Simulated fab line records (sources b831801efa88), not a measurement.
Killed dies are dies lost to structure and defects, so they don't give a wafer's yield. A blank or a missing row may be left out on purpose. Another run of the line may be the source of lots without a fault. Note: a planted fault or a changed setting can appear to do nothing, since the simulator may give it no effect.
Which tool is to blame? | flow sky130 | 30 wafers from 10 lots sampled at 6 of the route's 708 steps

WHAT THE GAUGES READ, wafer by wafer
SKY_CAP2M_THK_MEAS_01. Usual: for CAP2M_CVD_00_THK the level is 15.52 nm and the standard deviation is 0.22.
lot  | measured     | on           | CAP2M_CVD_00_THK (nm) | flag
L823 | day 40 08:23 | filmMetro-02 | 15.38 15.56 15.79     | 
L826 | day 42 06:53 | filmMetro-04 | 15.17 15.47 15.55     | 
L827 | day 42 11:26 | filmMetro-02 | 15.90 15.65 15.95     | 
L829 | day 42 15:59 | filmMetro-04 | 15.45 15.95 15.72     | 
L828 | day 42 19:13 | filmMetro-01 | 15.29 15.43 15.52     | 
L830 | day 42 20:11 | filmMetro-04 | 15.16 15.24 15.39     | 
L831 | day 42 20:41 | filmMetro-01 | 15.12 15.41 15.35     | 
L832 | day 42 21:41 | filmMetro-02 | 15.48 15.83 15.51     | 
L834 | day 43 18:40 | filmMetro-04 | 15.82 15.85 15.63     | 
L837 | day 44 17:38 | filmMetro-01 | 15.36 15.37 15.39     | 

SKY_CAP2M_RS_MEAS_03: the measuring method here is four-point-probe. Usual: for CAP2M_TIN_RS the level is 6.89 ohm/sq and the standard deviation is 0.082.
lot  | measured     | on           | CAP2M_TIN_RS (ohm/sq) | flag
L823 | day 40 08:33 | filmMetro-04 | 7.02 6.94 7.14        | 
L826 | day 42 07:05 | filmMetro-01 | 7.05 7.02 6.97        | 
L827 | day 42 11:37 | filmMetro-01 | 6.90 6.97 6.95        | 
L829 | day 42 16:10 | filmMetro-01 | 6.85 6.91 6.96        | 
L828 | day 42 19:23 | filmMetro-02 | 6.81 6.92 6.98        | 
L830 | day 42 20:21 | filmMetro-01 | 4.59 4.60 4.60        | OFF
L831 | day 42 20:52 | filmMetro-01 | 4.68 4.65 4.65        | OFF
L832 | day 42 21:53 | filmMetro-02 | 6.81 6.76 6.75        | 
L834 | day 43 18:50 | filmMetro-01 | 4.66 4.65 4.64        | OFF
L837 | day 44 17:49 | filmMetro-04 | 6.76 6.91 6.90        | 

SKY_CAP2M_THK_MEAS_04: measures by xrf. Usual: for CAP2M_TIN_THK the level is 199.5 nm and the standard deviation is 2.3.
lot  | measured     | on           | CAP2M_TIN_THK (nm) | flag
L823 | day 40 08:40 | filmMetro-04 | 195.8 198.1 192.9  | 
L826 | day 42 07:13 | filmMetro-01 | 195.3 197.9 197.9  | 
L827 | day 42 11:44 | filmMetro-01 | 199.0 198.0 197.5  | 
L829 | day 42 16:16 | filmMetro-01 | 201.1 199.6 198.3  | 
L828 | day 42 19:30 | filmMetro-02 | 202.0 199.3 198.0  | 
L830 | day 42 20:28 | filmMetro-01 | 298.0 297.4 295.4  | OFF
L831 | day 42 20:59 | filmMetro-01 | 292.7 295.3 295.8  | OFF
L832 | day 42 21:58 | filmMetro-02 | 201.6 203.5 203.5  | 
L834 | day 43 18:57 | filmMetro-01 | 292.8 294.9 293.8  | OFF
L837 | day 44 17:56 | filmMetro-04 | 202.7 199.4 198.8  | 

SKY_CAP2M_OVL_MEAS_12. Usual: for CAP2M_OVL the level is 0.1 nm and the standard deviation is 1.5.
lot  | measured     | on         | CAP2M_OVL (nm) | flag
L823 | day 41 08:53 | overlay-01 | -3.1 -2.6 -0.9 | 
L826 | day 43 05:23 | overlay-01 | -0.3 3.8 1.8   | 
L827 | day 43 08:52 | overlay-01 | -1.7 -3.0 -1.0 | 
L829 | day 43 15:23 | overlay-01 | -0.1 -0.6 -0.9 | 
L828 | day 43 16:57 | overlay-01 | 1.5 -0.1 1.8   | 
L830 | day 43 18:25 | overlay-02 | -2.0 -1.2 -0.2 | 
L831 | day 43 18:32 | overlay-01 | -0.5 -3.3 0.5  | 
L832 | day 43 19:31 | overlay-02 | 1.4 0.8 2.3    | 
L834 | day 44 16:43 | overlay-01 | 1.3 0.4 0.4    | 
L837 | day 45 14:10 | overlay-01 | -0.6 -1.4 1.2  | 

TOOL THAT RAN EACH LOT (tool first, then ch and the chambers of the sampled wafers, then the start)
lot  | SKY_METAL4_SPUTTER_03       | SKY_CAP2M_SPUTTER_02
L823 | pvdSputter-01, day 40 08:18 | pvdSputter-04, day 40 08:26
L826 | pvdSputter-03, day 42 06:47 | pvdSputter-02, day 42 06:56
L827 | pvdSputter-03, day 42 11:21 | pvdSputter-02, day 42 11:30
L829 | pvdSputter-04, day 42 15:53 | pvdSputter-02, day 42 16:02
L828 | pvdSputter-04, day 42 19:06 | pvdSputter-01, day 42 19:16
L830 | pvdSputter-01, day 42 20:05 | pvdSputter-02, day 42 20:14
L831 | pvdSputter-04, day 42 20:36 | pvdSputter-02, day 42 20:45
L832 | pvdSputter-04, day 42 21:34 | pvdSputter-04, day 42 21:46
L834 | pvdSputter-04, day 43 18:33 | pvdSputter-02, day 43 18:43
L837 | pvdSputter-04, day 44 17:33 | pvdSputter-01, day 44 17:42
- SKY_METAL4_SPUTTER_03: material Ti, target thk 5 nm, time 3.3 s.
- SKY_CAP2M_SPUTTER_02: material TiN, target thk 200 nm, time 166.7 s.

WHAT THE TOOLS THEMSELVES READ (means of the sampled wafers that have a number; where no wafer has one, the mark that the record gives instead)
SKY_METAL4_SPUTTER_03. Usual: chamberPressurePa 0.3999 Pa, standard deviation 0.00084; throttleValvePct 30.1 %, standard deviation 0.82.
lot  | tool          | chamberPressurePa (Pa) | throttleValvePct (%) | flag
L823 | pvdSputter-01 | 0.3998                 | 29.4                 | 
L826 | pvdSputter-03 | 0.4000                 | 29.9                 | 
L827 | pvdSputter-03 | 0.3991                 | 29.9                 | 
L829 | pvdSputter-04 | 0.3996                 | 30.0                 | 
L828 | pvdSputter-04 | 0.4000                 | 30.4                 | 
L830 | pvdSputter-01 | 0.3996                 | 29.4                 | 
L831 | pvdSputter-04 | 0.3998                 | 31.1                 | 
L832 | pvdSputter-04 | 0.3996                 | 30.4                 | 
L834 | pvdSputter-04 | 0.3996                 | 30.6                 | 
L837 | pvdSputter-04 | 0.4003                 | 30.4                 | 

SKY_CAP2M_SPUTTER_02. Usual: chamberPressurePa 0.4001 Pa, standard deviation 0.00082; substrateTempC 300.05 C, standard deviation 0.18; throttleValvePct 29.9 %, standard deviation 0.9.
lot  | tool          | chamberPressurePa (Pa) | substrateTempC (C) | throttleValvePct (%) | flag
L823 | pvdSputter-04 | 0.3999                 | 299.95             | 30.5                 | 
L826 | pvdSputter-02 | 0.4005                 | 300.05             | 29.8                 | 
L827 | pvdSputter-02 | 0.3989                 | 299.87             | 30.3                 | 
L829 | pvdSputter-02 | 0.4004                 | 300.16             | 30.3                 | 
L828 | pvdSputter-01 | 0.3993                 | 299.99             | 29.3                 | 
L830 | pvdSputter-02 | 0.4005                 | 299.90             | 30.2                 | 
L831 | pvdSputter-02 | 0.4005                 | 299.92             | 29.9                 | 
L832 | pvdSputter-04 | 0.4003                 | 300.15             | 30.6                 | 
L834 | pvdSputter-02 | 0.4002                 | 300.14             | 29.9                 | 
L837 | pvdSputter-01 | 0.3998                 | 299.94             | 29.4                 | 

THE ANSWER, worked out from the rows above alone
Rule: a lot is off if the mean of its wafers that have a number lies more than 3 standard deviations from the usual mean. Also off: a lot with no number at a reading for which 4 or more lots have one. The other lots that the step has rows for count as sound. Order of review: gauges by route order, followed by the tools' own readings, for which a lot's mean as printed above is used. The first step at which some lot is off is used, and at that step the reading that is off furthest; a lot without a number counts as furthest.
Off: at SKY_CAP2M_RS_MEAS_03 (CAP2M_TIN_RS), L830, L831, L834.
If a tool, at a process step before that reading, ran all the lots that are off and no sound lot after the first of them, it fits. The gauges at SKY_CAP2M_RS_MEAS_03 are tried like those tools. This does not decide it: 2 tools fit, namely pvdSputter-02 at SKY_CAP2M_SPUTTER_02 and filmMetro-01 at SKY_CAP2M_RS_MEAS_03.

WHAT WAS PUT IN BY THE SIMULATOR
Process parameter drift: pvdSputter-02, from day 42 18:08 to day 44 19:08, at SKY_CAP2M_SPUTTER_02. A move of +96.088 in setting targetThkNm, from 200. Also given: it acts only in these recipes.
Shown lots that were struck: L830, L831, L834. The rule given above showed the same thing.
